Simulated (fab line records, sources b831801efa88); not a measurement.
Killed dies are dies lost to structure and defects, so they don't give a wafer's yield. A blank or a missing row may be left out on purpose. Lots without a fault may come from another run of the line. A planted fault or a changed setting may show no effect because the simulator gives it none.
Chamber matching | flow sky130 | SKY_FIELD_ISO_WET_ETCH_29 on wet_bench-04: 4 sister chambers
The step etches Si3N4 in H3PO4, target depth 160 nm, time 1825 s. 4 wafers are shown with their chamber, then 7 later ones without.

WAFERS WITH THEIR CHAMBER
wafer  | chamber | bath_guard_temp_C (C)
L925.6 | 1       | 159.8
L929.4 | 3       | 159.6
L930.4 | 0       | 159.2
L931.4 | 2       | 160.2

WAFERS WITHOUT THEIR CHAMBER
wafer  | bath_guard_temp_C (C)
L931.6 | 160.3
L933.2 | 159.4
L933.3 | 159.6
L933.5 | 159.5
L946.2 | 160.2
L946.3 | 160.5
L946.5 | 160.5

WHICH CHAMBER EACH WENT THROUGH
wafer  | from the rows above          | in truth
L931.6 | 2                            | 2
L933.2 | can't be placed: 3 or 0 or 1 | 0
L933.3 | can't be placed: 3 or 1      | 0
L933.5 | can't be placed: 3 or 0 or 1 | 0
L946.2 | 2                            | 2
L946.3 | 2                            | 2
L946.5 | 2                            | 2
Placed correctly: 4 of 7. Can't be placed from these rows: 3 (the true chamber is among the candidates in 2). Placed wrongly: 0.
How it was worked out, from the rows above alone: a wafer's distance from a chamber is the root of the sum, over the readings, of the square of ((its reading less the chamber's mean) divided by the reading's scatter). The wafer belongs to the nearest chamber; if the next one is less than 2 further off, it can't be placed. A chamber's mean is the mean of its shown wafers. The scatter: with one shown wafer a chamber, the root of the mean of the squares of how far each hidden wafer lies from its nearest shown one.
